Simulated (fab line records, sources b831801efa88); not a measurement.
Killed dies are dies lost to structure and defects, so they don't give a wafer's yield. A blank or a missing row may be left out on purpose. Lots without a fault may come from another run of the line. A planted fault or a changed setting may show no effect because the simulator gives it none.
Problem report in the 8D (eight disciplines) form, filled by code | flow gf180mcu | the parts of the form that need people (team, actions taken, sign-off) are left out

1. THE PROBLEM
beam_energy_keV at GF_VT_IMPLANT_IMPLANT_30 reads a mean of 26.142 on 9 wafers of 3 lots; wafers without a fault read 25.000 with a standard deviation of 0.0079. That is +99 or more standard deviations from the usual mean.
First seen on wafer L284.1, day 12 10:09, on implanter-02. The record holds 21 wafers of 7 lots with a number at this step. Rule for "out", or "out of limits": more than 4 standard deviations from the usual mean. The other wafers with a number count as sound.

2. WHAT IT IS AND WHAT IT IS NOT
question                    | is                     | is not
which readings at this step | beam_energy_keV        | -
which lots                  | L284, L285, L286       | L265, L275, L276, L287
which wafers of those lots  | all that have a number | -
read on which tools         | implanter-02           | implanter-01
when                        | from day 12 10:09      | up to then (9 sound wafers); but 3 sound wafers of L287 came after

3. SUSPECTS, AND WHAT RULES EACH OUT
Counting: a tool at a process step up to the reading stays a suspect if it ran every lot that is out and no sound lot after the first of them.
- implanter-02 at GF_VT_IMPLANT_IMPLANT_30: kept. It ran every lot that is out, first L284 (day 12 10:09), and no sound lot after that; its last sound lot up to then is L276 (day 10 07:12). Its own readings are out on those wafers: beam_energy_keV.
Left after counting: implanter-02 at GF_VT_IMPLANT_IMPLANT_30.

4. THE CAUSE (what the simulator had put in)
Process parameter drift: implanter-02, from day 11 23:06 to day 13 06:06, at GF_VT_IMPLANT_IMPLANT_30. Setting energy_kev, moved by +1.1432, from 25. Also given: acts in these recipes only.
Counting left only this tool.

5. THE CHAIN OF EFFECTS, in route order
Each row: a reading whose mean over the struck wafers that have a number lies more than 3 standard deviations from the usual. Only readings for which the record gives a usual standard deviation are gone through. hours: the time from each lot's start at the first step in this table that gives one to its start at this step, as a median over the lots. sigmas: the change in usual standard deviations.
hours | step                     | reading         | usual  | on struck wafers | change | sigmas
0     | GF_VT_IMPLANT_IMPLANT_30 | beam_energy_keV | 25.000 | 26.142           | +1.142 | +99 or more
The process steps in it:
- GF_VT_IMPLANT_IMPLANT_30

6. WHAT WOULD HAVE CAUGHT IT SOONER
In this record the first reading out of limits was taken at day 12 10:09, 11 hours after the fault began at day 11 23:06.
